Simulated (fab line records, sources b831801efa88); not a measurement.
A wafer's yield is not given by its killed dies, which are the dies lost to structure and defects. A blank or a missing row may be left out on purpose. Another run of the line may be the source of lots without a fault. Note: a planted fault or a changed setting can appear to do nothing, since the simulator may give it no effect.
One fault through the eyes of 2 desks | flow gf180mcu | every desk sees just its own numbers, and what lay behind them comes last

== TOOL OWNER'S DESK, implanter-04 ==
The tool's own readings at GF_HV_LDD_IMPLANT_34: means of the sampled wafers that have a number, for each lot that ran on this tool. The brackets show how far a lot's mean lies from the usual mean; more than 4 standard deviations puts the lot out of limits, marked OUT.
Columns: A = dose ions cm2 at GF_HV_LDD_IMPLANT_34, usual 7.5e+12; B = faraday current uA at GF_HV_LDD_IMPLANT_34, usual 42.2
lot  | first seen here | A                         | B
L114 | day 11 23:33    | 7.5e+12                   | 41.9
L121 | day 14 05:27    | 7.5e+12                   | 43.1
L122 | day 14 12:11    | 7.5e+12                   | 42.5
L124 | day 15 01:38    | 1.4e+12 (-99 or more) OUT | 8.0 (-43) OUT
L125 | day 15 11:21    | 1.4e+12 (-99 or more) OUT | 7.9 (-43) OUT
This desk's verdict: out of limits on L124, L125, starting with L124 at day 15 01:38 (dose ions cm2 at GF_HV_LDD_IMPLANT_34). L114, L121, L122: within limits.

== AT THE METROLOGY DESK ==
Lot by lot, what the gauges showed, no matter which tool ran the lot: averages of those sampled wafers that carry a number. The brackets show how far a lot's mean lies from the usual mean; more than 4 standard deviations puts the lot out of limits, marked OUT.
Columns: A = HV_LDD_3_TW at GF_HV_LDD_TW_MEAS_38, usual 1448; B = HV_LDD_RS at GF_HV_LDD_RS_MEAS_53, usual 418.6 ohm/sq; C = SALICIDE_TIN_RS at GF_SALICIDE_RS_MEAS_04, usual 16.19 ohm/sq; D = cd nm at GF_V1_CD_MEAS_14, usual 260.4 nm; E = V1_OVL at GF_V1_OVL_MEAS_15, usual -3 nm
lot  | first seen here | A              | B               | C     | D     | E
L114 | day 12 00:06    | 1434           | 418.6           | 16.49 | 261.2 | -9
L115 | day 12 04:29    | 1457           | 419.4           | 16.00 | 261.2 | -8
L116 | day 12 10:16    | 1434           | 418.5           | 15.92 | 261.7 | -10
L119 | day 13 14:18    | 1446           | 419.7           | 16.19 | 259.4 | -1
L121 | day 14 05:58    | 1440           | 418.3           | 16.21 | 260.0 | 1
L122 | day 14 12:44    | 1455           | 417.5           | 15.93 | 261.2 | -3
L123 | day 14 20:44    | 1436           | 417.5           | 16.42 | 260.9 | 1
L124 | day 15 02:12    | 1356 (-10) OUT | 433.8 (+15) OUT | 15.96 | 261.1 | -0
L125 | day 15 11:52    | 1348 (-11) OUT | 436.0 (+18) OUT | 16.26 | 260.4 | -3
L131 | day 17 08:52    | 1449           | 418.5           | 16.27 | 259.3 | -2
L134 | day 18 12:43    | 1456           | 418.8           | 16.44 | 258.3 | 2
L135 | day 18 18:17    | 1437           | 417.7           | 16.70 | 260.4 | 8
L136 | day 19 05:28    | 1448           | 420.5           | 16.54 | 259.2 | -4
Per this desk, out of limits: L124, L125; the first was L124, day 15 02:12 (HV_LDD_3_TW at GF_HV_LDD_TW_MEAS_38). L114, L115, L116, L119, L121, L122, L123, L131, L134, L135, L136: within limits.

== ALL TOGETHER ==
At day 15 01:38, on L124, L125, the tool owner's desk was in a position to raise an alarm.
The metrology desk could have raised an alarm at day 15 02:12, on L124, L125.
The lots listed all ran GF_HV_LDD_IMPLANT_34 on implanter-04.

== WHAT THE SIMULATOR HAD INSERTED ==
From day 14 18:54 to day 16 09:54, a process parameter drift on implanter-04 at GF_HV_LDD_IMPLANT_34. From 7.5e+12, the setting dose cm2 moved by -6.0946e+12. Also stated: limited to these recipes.
Struck lots among those shown: L124, L125.
Delay (hours) between the fault's onset and each desk's first out-of-limits reading: 7 at the tool owner's desk, 7 at the metrology desk.
